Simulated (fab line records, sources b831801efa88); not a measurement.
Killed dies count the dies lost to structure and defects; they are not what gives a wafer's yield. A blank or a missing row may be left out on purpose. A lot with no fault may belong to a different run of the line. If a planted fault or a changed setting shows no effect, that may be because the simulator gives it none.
Which tool did it? -- flow sky130 -- 11 lots, 33 wafers sampled, at 3 steps of a route of 708

== WHAT THE GAUGES SHOWED, per wafer ==
SKY_PWDE_TW_MEAS_10.
lot,measured,on,PWDE_TW
L776,day 4 06:52,film_metro-02,371.4 371.7 372.4
L778,day 4 20:25,film_metro-01,373.7 375.4 374.1
L780,day 5 08:42,film_metro-02,372.6 371.3 373.1
L781,day 5 12:34,film_metro-01,374.6 373.4 374.4
L782,day 5 17:01,film_metro-03,376.7 377.7 376.3
L785,day 6 09:43,film_metro-03,392.5 392.3 393.1
L786,day 6 15:32,film_metro-02,392.1 391.7 392.4
L788,day 7 02:28,film_metro-03,375.1 376.0 376.2
L790,day 7 12:43,film_metro-03,375.1 375.5 373.8
L793,day 8 05:52,film_metro-01,372.8 375.4 374.7
L796,day 9 06:07,film_metro-01,376.3 375.0 374.8

== TOOL THAT RAN EACH LOT (tool first, then ch and the chambers of the sampled wafers, then the start) ==
lot,SKY_PWDE_IMPLANT_08,SKY_PWDE_STRIP_09
L776,"implanter-01 ch 0, day 4 06:37","plasma_asher-02 ch 0,1, day 4 06:46"
L778,"implanter-03 ch 0, day 4 20:10","plasma_asher-03 ch 0,1, day 4 20:19"
L780,"implanter-03 ch 0, day 5 08:27","plasma_asher-03 ch 0,1, day 5 08:36"
L781,"implanter-01 ch 0, day 5 12:19","plasma_asher-02 ch 0,1, day 5 12:28"
L782,"implanter-01 ch 0, day 5 16:48","plasma_asher-02 ch 0,1, day 5 16:56"
L785,"implanter-03 ch 0, day 6 09:28","plasma_asher-03 ch 0,1, day 6 09:37"
L786,"implanter-03 ch 0, day 6 15:19","plasma_asher-03 ch 0,1, day 6 15:26"
L788,"implanter-04 ch 0, day 7 02:13","plasma_asher-02 ch 0,1, day 7 02:21"
L790,"implanter-04 ch 0, day 7 12:28","plasma_asher-01 ch 0,1, day 7 12:36"
L793,"implanter-04 ch 0, day 8 05:37","plasma_asher-02 ch 0,1, day 8 05:46"
L796,"implanter-04 ch 0, day 9 05:54","plasma_asher-02 ch 0,1, day 9 06:02"
- SKY_PWDE_IMPLANT_08
- SKY_PWDE_STRIP_09: strips in O2/N2.

== THE ANSWER, worked out from the rows above alone ==
Rule: the usual values come from the lots themselves. The widest of any qualifying gaps counts: lots, ordered by their means at a reading, are off when they make up no more than a third of the lots, leave a main group of 4 or more, and stand apart from it by 3 or more times the standard deviation of that group's means. Not used: any main group whose means are identical at the precision the tables above print for the reading. A lot without any number at a reading at which 4 lots or more have one is off too. Where the step has rows for the other lots, those lots are counted as sound.
Off: L785, L786, at SKY_PWDE_TW_MEAS_10 (PWDE_TW). The main group has a mean of 374.4 with a standard deviation of 1.5.
A tool fits if, at a process step before that reading, it ran every lot that is off, and no sound lot after the first of them. The gauges at SKY_PWDE_TW_MEAS_10 are tried like those tools. Undecided on this evidence; 2 tools fit (implanter-03 at SKY_PWDE_IMPLANT_08, plasma_asher-03 at SKY_PWDE_STRIP_09).

== WHAT WAS PUT IN BY THE SIMULATOR ==
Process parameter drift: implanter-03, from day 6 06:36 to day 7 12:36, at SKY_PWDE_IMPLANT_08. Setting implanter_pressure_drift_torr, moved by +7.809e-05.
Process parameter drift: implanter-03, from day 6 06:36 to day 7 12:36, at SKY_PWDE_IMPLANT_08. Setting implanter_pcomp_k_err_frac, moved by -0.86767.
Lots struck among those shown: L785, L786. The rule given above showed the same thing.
